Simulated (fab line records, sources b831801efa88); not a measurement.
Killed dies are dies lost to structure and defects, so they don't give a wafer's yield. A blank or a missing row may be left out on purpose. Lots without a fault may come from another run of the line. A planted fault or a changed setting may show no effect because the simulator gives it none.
Problem report in the 8D (eight disciplines) form, filled by code | flow sfq_line | the parts of the form that need people (team, actions taken, sign-off) are left out

1. THE PROBLEM
spin_speed_rpm at SFQ_TRILAYER_M8_LITHO_COAT_193 reads a mean of 2947.9 rpm on 6 wafers of 2 lots; wafers without a fault read 3000.0 rpm with a standard deviation of 1.7. That is -31 standard deviations from the usual mean.
The step: resist thk 600 nm.
First seen on wafer L494.1, day 96 21:00, on litho_track-01. The record holds 42 wafers of 14 lots with a number at this step. Rule for "out", or "out of limits": more than 4 standard deviations from the usual mean. The other wafers with a number count as sound.

2. WHAT IT IS AND WHAT IT IS NOT
question                    | is                     | is not
which readings at this step | spin_speed_rpm         | dispense_pressure_kPa
which lots                  | L494, L496             | L478, L479, L480, L481, L482, L483, L484, L485, L486, L487, L488, L501
which wafers of those lots  | all that have a number | -
read on which tools         | litho_track-01         | litho_track-03, litho_track-04
when                        | from day 96 21:00      | up to then (33 sound wafers); but 3 sound wafers of L501 came after

3. SUSPECTS, AND WHAT RULES EACH OUT
Counting: a tool at a process step up to the reading stays a suspect if it ran every lot that is out and no sound lot after the first of them.
- litho_track-01 at SFQ_TRILAYER_M8_LITHO_COAT_193 (resist thk 600 nm): kept. It ran every lot that is out, first L494 (day 96 21:00), and no sound lot after that; its last sound lot up to then is L487 (day 94 10:00). Its own readings are out on those wafers: spin_speed_rpm.
Left after counting: litho_track-01 at SFQ_TRILAYER_M8_LITHO_COAT_193.

4. THE CAUSE (what the simulator had put in)
Process parameter drift: litho_track-01, from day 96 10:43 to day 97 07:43, at SFQ_TRILAYER_M8_LITHO_COAT_193. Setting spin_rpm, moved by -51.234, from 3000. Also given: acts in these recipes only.
Counting left only this tool.

5. THE CHAIN OF EFFECTS, in route order
Each row: a reading whose mean over the struck wafers that have a number lies more than 3 standard deviations from the usual. Only readings for which the record gives a usual standard deviation are gone through. hours: the time from each lot's start at the first step in this table that gives one to its start at this step, as a median over the lots. sigmas: the change in usual standard deviations.
hours | step                           | reading        | usual      | on struck wafers | change | sigmas
0     | SFQ_TRILAYER_M8_LITHO_COAT_193 | spin_speed_rpm | 3000.0 rpm | 2947.9           | -52.1  | -31
The process steps in it:
- SFQ_TRILAYER_M8_LITHO_COAT_193: resist thk 600 nm.

6. WHAT WOULD HAVE CAUGHT IT SOONER
In this record the first reading out of limits was taken at day 96 21:00, 10 hours after the fault began at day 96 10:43.
